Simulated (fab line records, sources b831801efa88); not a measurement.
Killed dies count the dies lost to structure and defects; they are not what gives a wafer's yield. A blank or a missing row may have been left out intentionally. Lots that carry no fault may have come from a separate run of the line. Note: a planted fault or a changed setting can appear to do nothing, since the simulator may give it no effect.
Split-lot experiment ; flow sfqLine ; 23 wafers read across 5 lots, on a route 325 steps long

THE SPLIT
At SFQ_TRILAYER_M3_DEP_SPUTTER_073 (material Nb, target thk 200 nm, time 133.3 s), the setting timeS was moved away from the recipe's 133.3 s on 9 of the 23 wafers read, by -11.1% to +6.4%. For the rest of the wafers, this setting stayed at what the recipe calls for.

There is no step in the file separating the split from the reading.

THE READING
M3_NB_RS, in ohm/sq, at SFQ_M3_RS_MEAS_919 (measures by four-point-probe). On this fab line, fault-free wafers typically give 0.891 ohm/sq with a standard deviation of 0.012 ohm/sq.

wafer;tool, chamber at the split;timeS as run, s;against the recipe;M3_NB_RS, ohm/sq;against lot-mates on the recipe
L074.2;pvdSputter-03, -;133.3;recipe;0.889;-
L074.3;pvdSputter-03, -;133.3;recipe;0.884;-
L074.5;pvdSputter-03, -;133.3;recipe;0.894;-
L076.1;pvdSputter-04, -;133.3;recipe;0.867;-
L076.2;pvdSputter-04, -;141.8;+6.4%;0.822;-0.048
L076.3;pvdSputter-04, -;133.3;recipe;0.872;-
L076.4;pvdSputter-04, -;133.3;recipe;0.870;-
L076.6;pvdSputter-04, -;141.8;+6.4%;0.818;-0.052
L080.1;pvdSputter-03, -;121.8;-8.6%;0.995;+0.091
L080.2;pvdSputter-03, -;121.8;-8.6%;0.997;+0.093
L080.3;pvdSputter-03, -;133.3;recipe;0.910;-
L080.4;pvdSputter-03, -;133.3;recipe;0.896;-
L080.5;pvdSputter-03, -;133.3;recipe;0.906;-
L083.1;pvdSputter-03, -;133.3;recipe;0.910;-
L083.2;pvdSputter-03, -;126.3;-5.3%;0.966;+0.055
L083.3;pvdSputter-03, -;133.3;recipe;0.906;-
L083.5;pvdSputter-03, -;126.3;-5.3%;0.947;+0.036
L083.6;pvdSputter-03, -;133.3;recipe;0.916;-
L084.2;pvdSputter-04, -;133.3;recipe;0.889;-
L084.3;pvdSputter-04, -;118.5;-11.1%;0.989;+0.100
L084.4;pvdSputter-04, -;118.5;-11.1%;0.988;+0.099
L084.5;pvdSputter-04, -;133.3;recipe;0.888;-
L084.6;pvdSputter-04, -;118.5;-11.1%;0.988;+0.099

FIT RESULTS
A straight line over all 23 wafers: M3_NB_RS changes by -0.0101 ohm/sq for each +1% of timeS; r = -0.96; the points scatter about the line by 0.016 ohm/sq.
The same after taking each lot's own level away (the mean of its wafers on the recipe; 23 wafers): -0.00908 ohm/sq for each +1%; r = -0.99; scatter 0.0064 ohm/sq.
According to that fit, moving timeS by its largest amount changes the reading by 0.1 ohm/sq.
Measured against the standard deviation above, the lots' own levels, which go from 0.8697 to 0.9107 ohm/sq, span 3.4 times it.
So the lot-to-lot level changes the slope: the two fits differ.
Check: with one of the wafers moved furthest among these (-11.1%) left out of the fit, the line predicts +0.103 ohm/sq for it against its lot-mates. It came out at +0.1 ohm/sq against them.

FURTHER SPLITS ON THESE WAFERS
These wafers also went through other splits before the reading. Each is held against what the fit with the lots' levels taken away leaves over:
other split on the same wafers;wafers away from the commonest value;r with M3_NB_RS (lot level and that fit taken away)
SFQ_TRILAYER_INCOMING_OXIDATION_002 tempC;15;-0.12
SFQ_TRILAYER_L0_VIA_LITHO_COAT_018 spinRpm;7;+0.21
SFQ_TRILAYER_L0_VIA_LITHO_COAT_013 resistThkNm;5;+0.18
SFQ_TRILAYER_M0_DEP_SPUTTER_019 timeS;7;+0.18
SFQ_TRILAYER_I2_CMP_CMP_064 leaveAboveRefNm;7;+0.04
SFQ_TRILAYER_I2_VIA_LITHO_COAT_072 resistThkNm;6;+0.45

THE WHOLE CHAIN: every reading that the file lists as answering this split, in the file's order
step;what it does;reading;change (the file's fit);r (the file's)
SFQ_TRILAYER_M3_DEP_SPUTTER_073;material Nb, target thk 200 nm, time 133.3 s;Nb_of_TRILAYER_M3_DEP_SPUTTER_073.thkNm (the simulator's own value, which no gauge read);+1.91 nm for each +1% of the setting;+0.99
SFQ_M3_RS_MEAS_919;measures by four-point-probe;M3_NB_RS;-0.00925 for each +1% of the setting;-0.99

FILE'S OWN FIT
M3_NB_RS changes by -0.00925 ohm/sq for each +1% of timeS, r = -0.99.
